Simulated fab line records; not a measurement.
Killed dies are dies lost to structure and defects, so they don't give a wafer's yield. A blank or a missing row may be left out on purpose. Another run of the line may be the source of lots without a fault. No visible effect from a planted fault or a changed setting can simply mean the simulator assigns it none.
fab line records + flow sky130 + part 2 of 2: steps 35 to 45 of 45
record:
- lots: 5
- wafers: 15
- last-day: 50
route steps=708 shown NWELL@57 PWDE@84 VT_ADJUST_HVTP@85 VT_ADJUST_LVTN@97
lots that met no fault: taken from a fault-free run of the same line
start-h: the number of hours between the record's first day and the start of the first shown wafer of the lot + wait-h: hours from the lot's prior step to this one + " identical to the entry in the row above + L1.1+2: one row covering several wafers at once + - no value, or no start given + * or withheld: withheld + < > ~ a bound
route shown NAME@n: names a module that has steps shown in the file, with the first one's number in the route + usual: average and standard deviation across the fault-free wafers + same: alike in all rows + chamber/n: place in a boat + sites: readings site by site + _std_site: standard deviation across them + _edge_site: inner sites' mean taken away from outer sites' mean + radius-mm: how far each site lies from the wafer's centre + mask NAME#n: copy n + behind: the tool/chamber that last shaped the wafer + hold: the reason the lot was held/the length of the hold in hours/how it ended + device: whichever transistor did not switch (one of n, p or np) + end of line: the tests these same wafers got at the end of their route + a step with no rows: only its recipe + killed: not the wafer's yield, but the dies lost to structure and defects at the first sort + map: shows each die of a wafer: x if killed, . if not, _ if none is there
set.NAME: the setting as run; set.NAME@STEP: as run at that earlier step + model.NAME: the simulator's own value behind a step, which no gauge read
lots at selected steps of the route; one table per step, one row per wafer
services: the hour from which a tool's chamber was out of use, counted from the record's first day as start-h (under 0 if before that day), plus the number of hours and why
== steps ==
step: SKY_VT_ADJUST_HVTP_CD_MEAS_07
recipe:
- target-cd-nm: 380
usual:
- cd-nm: 379.3/2.2
| lot.wafer | tool      | chamber | start-h | wait-h | cd-nm |
|-----------|-----------|---------|---------|--------|-------|
| L080.1    | cd-sem-01 | -       | 163.21  | 0.1    | 381.1 |
| L080.2    | "         | -       | "       | "      | 378.8 |
| L080.4    | "         | -       | "       | "      | 378.9 |
| L090.4    | cd-sem-02 | -       | 221.94  | 0.1    | 383.7 |
| L090.5    | "         | -       | "       | "      | 382.9 |
| L090.6    | "         | -       | "       | "      | 382.6 |
| L094.2    | cd-sem-02 | -       | 244.33  | 0.1    | 374.7 |
| L094.4    | "         | -       | "       | "      | 376.3 |
| L094.6    | "         | -       | "       | "      | 377.6 |
| L095.3    | cd-sem-01 | -       | 251.00  | 0.1    | 378.7 |
| L095.4    | "         | -       | "       | "      | 380.8 |
| L095.5    | "         | -       | "       | "      | 378.7 |
| L096.3    | cd-sem-02 | -       | 260.95  | 0.1    | 382.5 |
| L096.4    | "         | -       | "       | "      | 380.0 |
| L096.6    | "         | -       | "       | "      | 379.2 |
step: SKY_VT_ADJUST_HVTP_OVL_MEAS_08
usual:
- VT_ADJUST_HVTP_OVL: 0.1/1.4
| lot.wafer | tool       | chamber | start-h | wait-h | VT_ADJUST_HVTP_OVL[nm] |
|-----------|------------|---------|---------|--------|------------------------|
| L080.1    | overlay-02 | -       | 163.33  | 0.1    | 3.9                    |
| L080.2    | "          | -       | "       | "      | 1.9                    |
| L080.4    | "          | -       | "       | "      | 2.9                    |
| L090.4    | overlay-02 | -       | 222.01  | 0.1    | 1.2                    |
| L090.5    | "          | -       | "       | "      | 0.6                    |
| L090.6    | "          | -       | "       | "      | 1.1                    |
| L094.2    | overlay-02 | -       | 244.43  | 0.1    | -0.2                   |
| L094.4    | "          | -       | "       | "      | -0.8                   |
| L094.6    | "          | -       | "       | "      | -1.0                   |
| L095.3    | overlay-01 | -       | 251.09  | 0.1    | -1.2                   |
| L095.4    | "          | -       | "       | "      | -2.2                   |
| L095.5    | "          | -       | "       | "      | -2.1                   |
| L096.3    | overlay-02 | -       | 261.04  | 0.1    | 1.8                    |
| L096.4    | "          | -       | "       | "      | -0.1                   |
| L096.6    | "          | -       | "       | "      | -2.8                   |
step: SKY_VT_ADJUST_HVTP_IMPLANT_09
recipe:
- species: As
- energy-kev: 152.5
- dose-cm2: 4.3e+12
- tilt-deg: withheld
usual:
- faraday-current-uA: 24.3/0.46
| lot.wafer | tool         | chamber | start-h | wait-h | faraday-current-uA |
|-----------|--------------|---------|---------|--------|--------------------|
| L080.1    | implanter-03 | 0       | 163.36  | 0.0    | 24.2               |
| L080.2    | "            | 0       | "       | "      | 24.3               |
| L080.4    | "            | 0       | "       | "      | 23.7               |
| L090.4    | implanter-04 | 0       | 222.11  | 0.1    | 24.3               |
| L090.5    | "            | 0       | "       | "      | 24.8               |
| L090.6    | "            | 0       | "       | "      | 24.2               |
| L094.2    | implanter-01 | 0       | 244.49  | 0.0    | 23.9               |
| L094.4    | "            | 0       | "       | "      | 24.2               |
| L094.6    | "            | 0       | "       | "      | 24.8               |
| L095.3    | implanter-03 | 0       | 251.16  | 0.1    | 24.3               |
| L095.4    | "            | 0       | "       | "      | 23.8               |
| L095.5    | "            | 0       | "       | "      | 24.5               |
| L096.3    | implanter-03 | 0       | 261.11  | 0.1    | 24.3               |
| L096.4    | "            | 0       | "       | "      | 24.1               |
| L096.6    | "            | 0       | "       | "      | 24.5               |
step: SKY_VT_ADJUST_HVTP_STRIP_10
recipe:
- chemistry: O2/N2
- power-w: 1400
- pressure-mtorr: 1500
- platen-temp-c: withheld
- o2-flow-sccm: 3000
- n2-flow-sccm: 300
- overash-fraction: 0.5
usual:
- drypump-motor-current-A: 6.0/0.31
- oes-product-au: 0.716/0.0044
- strip-time-to-endpoint-s: 14.17/0.042
| lot.wafer | tool            | chamber | start-h | wait-h | drypump-motor-current-A | oes-product-au | rf-hours-counter-h | strip-time-to-endpoint-s |
|-----------|-----------------|---------|---------|--------|-------------------------|----------------|--------------------|--------------------------|
| L080.1    | plasma-asher-03 | 0       | 163.51  | 0.1    | 6.3                     | 0.712          | 38                 | 14.14                    |
| L080.2    | "               | 1       | "       | "      | 5.6                     | 0.719          | 38                 | 14.14                    |
| L080.4    | "               | 1       | "       | "      | 5.6                     | 0.718          | -                  | 14.14                    |
| L090.4    | plasma-asher-02 | 1       | 222.21  | 0.1    | 6.2                     | 0.717          | -                  | 14.19                    |
| L090.5    | "               | 1       | "       | "      | 6.2                     | 0.721          | -                  | 14.21                    |
| L090.6    | "               | 0       | "       | "      | 6.1                     | 0.724          | -                  | 14.19                    |
| L094.2    | plasma-asher-03 | 0       | 244.61  | 0.1    | 6.3                     | 0.709          | 45                 | 14.15                    |
| L094.4    | "               | 0       | "       | "      | 6.3                     | 0.722          | -                  | 14.17                    |
| L094.6    | "               | 1       | "       | "      | 5.6                     | 0.714          | -                  | 14.16                    |
| L095.3    | plasma-asher-03 | 1       | 251.30  | 0.1    | 5.6                     | 0.717          | -                  | 14.22                    |
| L095.4    | "               | 0       | "       | "      | 6.3                     | 0.714          | -                  | 14.23                    |
| L095.5    | "               | 0       | "       | "      | 6.3                     | 0.710          | -                  | 14.19                    |
| L096.3    | plasma-asher-02 | 1       | 261.25  | 0.1    | 6.2                     | 0.710          | -                  | 14.21                    |
| L096.4    | "               | 0       | "       | "      | 6.1                     | 0.714          | -                  | 14.11                    |
| L096.6    | "               | 1       | "       | "      | 6.3                     | 0.716          | -                  | 14.18                    |
step: SKY_VT_ADJUST_HVTP_TW_MEAS_11
usual:
- VT_ADJUST_HVTP_TW: 1382/8.2
| lot.wafer | tool          | chamber | start-h | wait-h | VT_ADJUST_HVTP_TW |
|-----------|---------------|---------|---------|--------|-------------------|
| L080.1    | film-metro-04 | -       | 163.61  | 0.1    | 1367              |
| L080.2    | "             | -       | "       | "      | 1366              |
| L080.4    | "             | -       | "       | "      | 1369              |
| L090.4    | film-metro-04 | -       | 222.31  | 0.1    | 1372              |
| L090.5    | "             | -       | "       | "      | 1379              |
| L090.6    | "             | -       | "       | "      | 1374              |
| L094.2    | film-metro-02 | -       | 244.72  | 0.1    | 1386              |
| L094.4    | "             | -       | "       | "      | 1383              |
| L094.6    | "             | -       | "       | "      | 1388              |
| L095.3    | film-metro-03 | -       | 251.38  | 0.1    | 1377              |
| L095.4    | "             | -       | "       | "      | 1381              |
| L095.5    | "             | -       | "       | "      | 1375              |
| L096.3    | film-metro-02 | -       | 261.33  | 0.1    | 1380              |
| L096.4    | "             | -       | "       | "      | 1382              |
| L096.6    | "             | -       | "       | "      | 1374              |
step: SKY_VT_ADJUST_LVTN_DEHYDRATE_00
recipe:
- temp-c: 200
- time-s: 60
| lot.wafer  | tool           | chamber | start-h | wait-h |
|------------|----------------|---------|---------|--------|
| L080.1+2+4 | litho-track-03 | 0       | 173.34  | 9.7    |
| L090.4+5+6 | litho-track-01 | 0       | 233.38  | 11.1   |
| L094.2+4+6 | litho-track-03 | 0       | 256.86  | 12.1   |
| L095.3+4+5 | litho-track-01 | 0       | 263.11  | 11.7   |
| L096.3+4+6 | litho-track-03 | 0       | 272.84  | 11.5   |
step: SKY_VT_ADJUST_LVTN_HMDS_01
recipe:
- prime-time-s: 60
- prime-temp-c: 120
| lot.wafer  | tool           | chamber | start-h | wait-h |
|------------|----------------|---------|---------|--------|
| L080.1+2+4 | litho-track-03 | 0       | 173.49  | 0.1    |
| L090.4+5+6 | litho-track-01 | 0       | 233.53  | 0.1    |
| L094.2+4+6 | litho-track-03 | 0       | 257.01  | 0.1    |
| L095.3+4+5 | litho-track-01 | 0       | 263.26  | 0.1    |
| L096.3+4+6 | litho-track-03 | 0       | 272.99  | 0.1    |
step: SKY_VT_ADJUST_LVTN_COAT_02
recipe:
- spin-rpm: 2000
- resist-thk-nm: 3000
usual:
- dispense-pressure-kPa: 44.6/3
| lot.wafer | tool           | chamber | start-h | wait-h | dispense-pressure-kPa |
|-----------|----------------|---------|---------|--------|-----------------------|
| L080.1    | litho-track-03 | 0       | 173.64  | 0.1    | 44.5                  |
| L080.2    | "              | 0       | "       | "      | 44.5                  |
| L080.4    | "              | 0       | "       | "      | 44.5                  |
| L090.4    | litho-track-01 | 0       | 233.68  | 0.1    | 41.5                  |
| L090.5    | "              | 0       | "       | "      | 41.4                  |
| L090.6    | "              | 0       | "       | "      | 41.4                  |
| L094.2    | litho-track-03 | 0       | 257.16  | 0.1    | 44.5                  |
| L094.4    | "              | 0       | "       | "      | 44.4                  |
| L094.6    | "              | 0       | "       | "      | 44.5                  |
| L095.3    | litho-track-01 | 0       | 263.41  | 0.1    | 41.5                  |
| L095.4    | "              | 0       | "       | "      | 41.4                  |
| L095.5    | "              | 0       | "       | "      | 41.5                  |
| L096.3    | litho-track-03 | 0       | 273.14  | 0.1    | 44.6                  |
| L096.4    | "              | 0       | "       | "      | 44.5                  |
| L096.6    | "              | 0       | "       | "      | 44.5                  |
step: SKY_VT_ADJUST_LVTN_SOFTBAKE_03
recipe:
- temp-c: 110
- time-s: withheld
| lot.wafer  | tool           | chamber | start-h | wait-h |
|------------|----------------|---------|---------|--------|
| L080.1+2+4 | litho-track-03 | 0       | 173.79  | 0.1    |
| L090.4+5+6 | litho-track-01 | 0       | 233.86  | 0.1    |
| L094.2+4+6 | litho-track-03 | 0       | 257.32  | 0.1    |
| L095.3+4+5 | litho-track-01 | 0       | 263.57  | 0.1    |
| L096.3+4+6 | litho-track-03 | 0       | 273.30  | 0.1    |
step: SKY_VT_ADJUST_LVTN_EXPOSE_04
recipe:
- mask-id: NWM_COMPLEMENT_LESS_NATIVE
- na: 0.6
- source-shape: conventional
- sigma-outer: 0.6
- polarization: unpolarized
- target-cd-nm: 840
- dose-mj: 194
same:
- na: 0.6
| lot.wafer  | tool             | chamber | start-h | wait-h | mask                         |
|------------|------------------|---------|---------|--------|------------------------------|
| L080.1+2+4 | iline-stepper-01 | 0       | -       | -      | NWM_COMPLEMENT_LESS_NATIVE#0 |
| L090.4+5+6 | iline-stepper-02 | 0       | -       | -      | NWM_COMPLEMENT_LESS_NATIVE#0 |
| L094.2+4+6 | iline-stepper-02 | 0       | -       | -      | NWM_COMPLEMENT_LESS_NATIVE#0 |
| L095.3+4+5 | iline-stepper-02 | 0       | -       | -      | NWM_COMPLEMENT_LESS_NATIVE#0 |
| L096.3+4+6 | iline-stepper-02 | 0       | -       | -      | NWM_COMPLEMENT_LESS_NATIVE#0 |
step: SKY_VT_ADJUST_LVTN_PEB_05
recipe:
- temp-c: 115
- time-s: withheld
| lot.wafer  | tool           | chamber | start-h | wait-h |
|------------|----------------|---------|---------|--------|
| L080.1+2+4 | litho-track-03 | 0       | -       | -      |
| L090.4+5+6 | litho-track-01 | 0       | -       | -      |
| L094.2+4+6 | litho-track-04 | 0       | -       | -      |
| L095.3+4+5 | litho-track-01 | 0       | -       | -      |
| L096.3+4+6 | litho-track-01 | 0       | -       | -      |
== services ==
| tool             | chamber | start-h | hours | kind   |
|------------------|---------|---------|-------|--------|
| implanter-02     | -       | 98.54   | 6.8   | repair |
| plasma-asher-02  | -       | 108.75  | 9.0   | pm     |
| implanter-02     | -       | 115.09  | 0.9   | repair |
| implanter-02     | -       | 122.19  | 3.1   | pm     |
| implanter-04     | -       | 127.06  | 6.7   | repair |
| implanter-01     | -       | 130.54  | 2.9   | pm     |
| iline-stepper-01 | -       | 148.79  | 2.9   | repair |
| plasma-asher-01  | -       | 154.29  | 2.0   | repair |
| iline-stepper-02 | -       | 159.51  | 4.4   | pm     |
| implanter-02     | -       | 177.16  | 2.6   | pm     |
| wet-bench-01     | -       | 182.19  | 1.2   | repair |
| plasma-asher-02  | -       | 188.72  | 2.8   | pm     |
| implanter-01     | -       | 204.97  | 1.4   | repair |
| plasma-asher-04  | -       | 211.52  | 7.7   | repair |
| plasma-asher-02  | -       | 220.60  | 1.0   | repair |
| implanter-02     | -       | 229.70  | 25.3  | pm     |
| plasma-asher-03  | -       | 237.14  | 4.3   | repair |
| iline-stepper-01 | -       | 242.36  | 3.2   | repair |
| plasma-asher-02  | -       | 249.08  | 4.1   | repair |
| iline-stepper-02 | -       | 276.73  | 2.0   | repair |
| rtp-anneal-02    | -       | 278.17  | 1.0   | pm     |
| implanter-01     | -       | 278.94  | 6.9   | repair |
| plasma-asher-02  | -       | 280.34  | 1.6   | repair |
| wet-bench-01     | -       | 285.53  | 1.5   | repair |
